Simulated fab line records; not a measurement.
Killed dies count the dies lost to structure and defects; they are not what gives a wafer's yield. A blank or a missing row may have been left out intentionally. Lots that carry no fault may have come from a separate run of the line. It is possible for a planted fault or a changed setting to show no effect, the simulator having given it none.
A lot that was struck, set against a sound lot / flow sky130 / 15 steps out of a route of 708
Sound: the wafers L431.1, L431.2, L431.6. Wafers struck: L445.1, L445.2, L445.4. At the end, the cause is stated.
Per side, at each step with rows, come the tool, then ch with its chambers, and then its first start. Under that, the readings that differ: sound wafers / struck wafers / difference of the means / sigmas: that difference in standard deviations of wafers without a fault.
alike: words and numbers the same on both sides, and readings whose means are apart by under 2 such deviations; not compared: readings that were withheld, readings missing a value for some wafer, numbers with overlapping values and no deviation given by the record, and bounds like >300 which may hide the same value.
A row with sigmas, a row that says differs or no value, or rows on one side alone: a step with any of these is where the two part. Non-overlapping numbers with no deviation appear without sigmas and do not part them. A reading missing from all wafers of one side parts the sides only when that side holds two or more wafers.

SKY_VIA3_SOFTBAKE_08: time 93.54 s.
  sound on lithoTrack-02 ch 0; struck on lithoTrack-02 ch 0
  alike: plateSensorTCentreC, plateSensorTEdgeC
then, 3 steps without rows for these wafers: SKY_VIA3_EXPOSE_09 (exposes mask VIM3, target cd 200 nm); SKY_VIA3_PEB_10; SKY_VIA3_DEVELOP_11 (develop time 60 s).
SKY_VIA3_CD_MEAS_12: the cd target is 200 nm.
  sound: cdSem-02 at day 40 00:36; struck: cdSem-01 at day 44 09:05
  alike: cdNm
SKY_VIA3_OVL_MEAS_13:
  sound: overlay-01 at day 40 00:43; struck: overlay-02 at day 44 09:12
  alike: VIA3_OVL
SKY_VIA3_ETCH_14: etches BARC in N2/H2, stops on SiO2, time 45.9 s, target depth 60 nm.
  sound on rieDiel-02 ch 0,2,3, day 40 00:46; struck on rieDiel-03 ch 1,2,3, day 44 09:14
  alike: drypumpMotorCurrentA, oesProductAu, throttleValvePct
  not compared: rfHoursCounterH
SKY_VIA3_ETCH_15: etches SiO2 in C4F8/O2/Ar, stops on TiN, target depth 507 nm, time 78 s.
  sound on rieDiel-02 ch 0,2,3, day 40 00:48; struck on rieDiel-03 ch 1,2,3, day 44 09:17
  alike: oesProductAu
  not compared: rfHoursCounterH
SKY_VIA3_STRIP_16: strips in O2/N2.
  sound on plasmaAsher-04 ch 0,1, day 40 00:52; struck on plasmaAsher-01 ch 0,1, day 44 09:20
  alike: drypumpMotorCurrentA, o2FlowSccm, oesProductAu, stripTimeToEndpointS
  not compared: rfHoursCounterH
then, 3 steps without rows for these wafers: SKY_VIA3_STRIP_17 (strips in post etch residue remover, time 1200 s); SKY_VIA3_CLEAN_18 (cleans in IPA, time 180 s); SKY_VIA3_CLEAN_19 (cleans in O3/DIW).
SKY_VIA3_SPUTTER_20: material TiN, target thk 20 nm, time 80 s.
  sound: pvdSputter-03 at day 40 01:27; struck: pvdSputter-03 at day 44 10:00
reading=cathodeDcPowerW (W); sound=3998.4 3999.1 4001.0; struck=4110.0 4109.4 4111.0; difference=+110.6; sigmas=+99 or more
reading=model.TiN_of_VIA3_SPUTTER_20.thkNm (nm); sound=19.79 19.86 19.87; struck=20.63 20.62 20.34; difference=+0.69; sigmas=
  alike: throttleValvePct
SKY_VIA3_CVD_21: deposits W, target thk 390 nm, time 117.31 s.
  sound on cvdW-02 ch 0,1, day 40 01:31; struck on cvdW-02 ch 0,1, day 44 10:04
  alike: heaterPowerW
SKY_PAD_OPEN_PROBE_99:
  rows exist in the record for the sound wafers here (prober-02, day 46 02:31), none for the struck ones

## WHERE THEY PART
At SKY_VIA3_SPUTTER_20 first; at SKY_PAD_OPEN_PROBE_99 last (within this record only).

WHY: what had been put in by the simulator
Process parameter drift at SKY_VIA3_SPUTTER_20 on pvdSputter-03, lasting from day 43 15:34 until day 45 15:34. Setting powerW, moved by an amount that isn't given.
